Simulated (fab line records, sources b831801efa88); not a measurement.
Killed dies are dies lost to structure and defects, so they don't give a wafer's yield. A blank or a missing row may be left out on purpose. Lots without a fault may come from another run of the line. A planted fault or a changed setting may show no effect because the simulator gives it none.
Which tool did it? | flow gf180mcu | 11 lots, 31 wafers sampled, at 7 steps of a route of 602

WHAT THE GAUGES READ, wafer by wafer
GF_V3_OVL_MEAS_15. Usual: V3_OVL 4 nm, standard deviation 5.4.
lot  | measured     | on         | V3_OVL (nm) | flag
L782 | day 22 19:56 | overlay-01 | 5 3 4       |
L786 | day 24 07:08 | overlay-01 | 10 11       |
L789 | day 25 15:29 | overlay-02 | -1 3        |
L790 | day 25 16:05 | overlay-02 | 8 9 -3      |
L793 | day 26 18:26 | overlay-02 | 13 4 2      |
L798 | day 27 21:27 | overlay-01 | -3 1 -8     |
L799 | day 28 06:56 | overlay-02 | -3 -3 3     |
L800 | day 28 17:02 | overlay-01 | 1 0 -8      |
L801 | day 28 23:35 | overlay-02 | 6 10 4      |
L803 | day 29 09:19 | overlay-01 | 9 6 -1      |
L804 | day 29 17:20 | overlay-01 | 6 9 11      |

GF_V3_RS_MEAS_24: measures by four-point-probe. Usual: V3_W_RS 0.325 ohm/sq, standard deviation 0.0067.
lot  | measured     | on            | V3_W_RS (ohm/sq)                    | flag
L782 | day 22 20:55 | film_metro-02 | 0.327 0.312 0.321                   |
L786 | day 24 08:04 | film_metro-03 | 0.249 0.248 0.248 0.248             | OFF
L789 | day 25 16:26 | film_metro-02 | 0.250 0.328 0.251 0.328             | OFF
L790 | day 25 17:09 | film_metro-01 | 0.331 0.248 0.328 0.332 0.249 0.328 | OFF
L793 | day 26 19:27 | film_metro-02 | 0.327 0.326 0.328                   |
L798 | day 27 22:28 | film_metro-01 | 0.318 0.333 0.319                   |
L799 | day 28 07:57 | film_metro-02 | 0.320 0.321 0.335                   |
L800 | day 28 18:04 | film_metro-02 | 0.328 0.329 0.328                   |
L801 | day 29 00:30 | film_metro-01 | 0.320 0.332 0.334                   |
L803 | day 29 10:14 | film_metro-01 | 0.313 0.327 0.323                   |
L804 | day 29 18:17 | film_metro-02 | 0.316 0.325 0.324                   |

GF_V3_THK_MEAS_25: measures by xrf. Usual: V3_W_THK 358 nm, standard deviation 7.5.
lot  | measured     | on            | V3_W_THK (nm)           | flag
L782 | day 22 21:01 | film_metro-02 | 356 371 361             |
L786 | day 24 12:41 | film_metro-03 | 472 473 470 473         | OFF
L789 | day 25 21:40 | film_metro-02 | 468 355 465 355         | OFF
L790 | day 26 06:32 | film_metro-01 | 351 468 355 350 469 352 | OFF
L793 | day 26 19:34 | film_metro-02 | 355 356 354             |
L798 | day 27 22:35 | film_metro-01 | 366 351 366             |
L799 | day 28 08:04 | film_metro-02 | 366 366 351             |
L800 | day 28 18:11 | film_metro-02 | 357 357 359             |
L801 | day 29 00:37 | film_metro-01 | 362 350 345             |
L803 | day 29 10:22 | film_metro-01 | 369 354 357             |
L804 | day 29 18:23 | film_metro-02 | 368 358 357             |

GF_M4_RS_MEAS_05: measures by four-point-probe. Usual: M4_ALCU_RS 0.0699 ohm/sq, standard deviation 0.00076.
lot  | measured     | on            | M4_ALCU_RS (ohm/sq)  | flag
L782 | day 22 21:37 | film_metro-04 | 0.0699 0.0693 0.0692 |
L786 | day 24 16:03 | film_metro-04 | 0.0693 0.0695        |
L789 | day 26 05:57 | film_metro-03 | 0.0694 0.0701        |
L790 | day 26 09:28 | film_metro-02 | 0.0700 0.0707 0.0699 |
L793 | day 26 20:09 | film_metro-03 | 0.0710 0.0713 0.0711 |
L798 | day 27 23:10 | film_metro-04 | 0.0696 0.0703 0.0699 |
L799 | day 28 08:39 | film_metro-02 | 0.0691 0.0689 0.0692 |
L800 | day 28 18:46 | film_metro-03 | 0.0698 0.0697 0.0696 |
L801 | day 29 01:12 | film_metro-03 | 0.0703 0.0695 0.0700 |
L803 | day 29 10:56 | film_metro-02 | 0.0700 0.0707 0.0703 |
L804 | day 29 18:59 | film_metro-02 | 0.0710 0.0709 0.0697 |

WHICH TOOL RAN EACH LOT (tool, then ch and the chambers of the sampled wafers, then the start)
lot  | GF_V3_CVD_23                  | GF_V3_CMP_26                  | GF_M4_SPUTTER_04
L782 | cvd_w-02 ch 0,1, day 22 20:48 | cmp-01 ch 1,2,3, day 22 21:09 | pvd_sputter-02, day 22 21:32
L786 | cvd_w-01 ch 0,1, day 24 07:58 | cmp-01 ch 1,2, day 24 15:35   | pvd_sputter-02, day 24 16:01
L789 | cvd_w-01 ch 0, day 25 16:19   | cmp-01 ch 0,1, day 26 05:29   | pvd_sputter-02, day 26 05:55
L790 | cvd_w-01 ch 0,1, day 25 17:02 | cmp-02 ch 0,1,3, day 26 09:03 | pvd_sputter-01, day 26 09:23
L793 | cvd_w-02 ch 0, day 26 19:13   | cmp-02 ch 0,1,2, day 26 19:38 | pvd_sputter-01, day 26 20:07
L798 | cvd_w-01 ch 0,1, day 27 22:20 | cmp-02 ch 0,1, day 27 22:38   | pvd_sputter-01, day 27 23:07
L799 | cvd_w-01 ch 0,1, day 28 07:50 | cmp-02 ch 1,2,3, day 28 08:17 | pvd_sputter-02, day 28 08:37
L800 | cvd_w-02 ch 0, day 28 17:52   | cmp-01 ch 0,1,2, day 28 18:14 | pvd_sputter-01, day 28 18:43
L801 | cvd_w-01 ch 0,1, day 29 00:23 | cmp-02 ch 0,2,3, day 29 00:41 | pvd_sputter-01, day 29 01:10
L803 | cvd_w-02 ch 0,1, day 29 10:07 | cmp-01 ch 0,1,3, day 29 10:31 | pvd_sputter-01, day 29 10:54
L804 | cvd_w-02 ch 0,1, day 29 18:10 | cmp-02 ch 1,2, day 29 18:25   | pvd_sputter-02, day 29 18:54
- GF_V3_CVD_23: deposits W, target thk 350 nm, time 104.9 s.
- GF_V3_CMP_26: polishes, stops on SiO2, t overpolish 15 s, target thk 0 nm.
- GF_M4_SPUTTER_04: material TiN, target thk 50 nm, time 41.7 s.

WHAT THE TOOLS THEMSELVES READ (means of the sampled wafers that have a number; where no wafer has one, the mark that the record gives instead)
GF_V3_CVD_23. Usual: heater_power_w 837 W, standard deviation 170.
lot  | tool     | heater_power_w (W) | flag
L782 | cvd_w-02 | 996                |
L786 | cvd_w-01 | 734                |
L789 | cvd_w-01 | 798                |
L790 | cvd_w-01 | 725                |
L793 | cvd_w-02 | 1097               |
L798 | cvd_w-01 | 765                |
L799 | cvd_w-01 | 758                |
L800 | cvd_w-02 | 1138               |
L801 | cvd_w-01 | 727                |
L803 | cvd_w-02 | 1004               |
L804 | cvd_w-02 | 1001               |

GF_V3_CMP_26. Usual: motor_current_A 11.1 A, standard deviation 0.72; time_to_endpoint_s 84 s, standard deviation 3.5.
lot  | tool   | motor_current_A (A) | time_to_endpoint_s (s) | flag
L782 | cmp-01 | 11.5                | 87                     |
L786 | cmp-01 | 11.4                | 107                    | OFF
L789 | cmp-01 | 10.7                | 95                     | OFF
L790 | cmp-02 | 11.1                | 99                     | OFF
L793 | cmp-02 | 10.6                | 84                     |
L798 | cmp-02 | 11.4                | 88                     |
L799 | cmp-02 | 10.7                | 85                     |
L800 | cmp-01 | 10.7                | 85                     |
L801 | cmp-02 | 10.6                | 81                     |
L803 | cmp-01 | 11.3                | 84                     |
L804 | cmp-02 | 10.5                | 81                     |

GF_M4_SPUTTER_04. Usual: throttle_valve_pct 29.8 %, standard deviation 0.87.
lot  | tool           | throttle_valve_pct (%) | flag
L782 | pvd_sputter-02 | 29.7                   |
L786 | pvd_sputter-02 | 29.6                   |
L789 | pvd_sputter-02 | 30.4                   |
L790 | pvd_sputter-01 | 29.3                   |
L793 | pvd_sputter-01 | 29.8                   |
L798 | pvd_sputter-01 | 30.2                   |
L799 | pvd_sputter-02 | 29.3                   |
L800 | pvd_sputter-01 | 30.5                   |
L801 | pvd_sputter-01 | 30.3                   |
L803 | pvd_sputter-01 | 29.7                   |
L804 | pvd_sputter-02 | 30.0                   |

THE ANSWER, worked out from the rows above alone
Rule: a lot is off if the mean of its wafers that have a number lies more than 3 standard deviations from the usual mean. A lot without any number at a reading at which 4 lots or more have one is off too. The other lots that the step has rows for count as sound. The gauges are gone through in route order, then the tools' own readings, and for those a lot's mean is taken as printed above. The first step at which some lot is off is used, and at that step the reading that is off furthest; a lot without a number counts as furthest.
Off: L786, L789, L790, at GF_V3_RS_MEAS_24 (V3_W_RS).
A tool fits if, at a process step before that reading, it ran every lot that is off, and no sound lot after the first of them. The gauges at GF_V3_RS_MEAS_24 aren't tried: what is off there is off at GF_V3_CMP_26 too, on other tools, and a gauge's error can't cause that. None of those tried fits.

WHAT THE SIMULATOR HAD PUT IN
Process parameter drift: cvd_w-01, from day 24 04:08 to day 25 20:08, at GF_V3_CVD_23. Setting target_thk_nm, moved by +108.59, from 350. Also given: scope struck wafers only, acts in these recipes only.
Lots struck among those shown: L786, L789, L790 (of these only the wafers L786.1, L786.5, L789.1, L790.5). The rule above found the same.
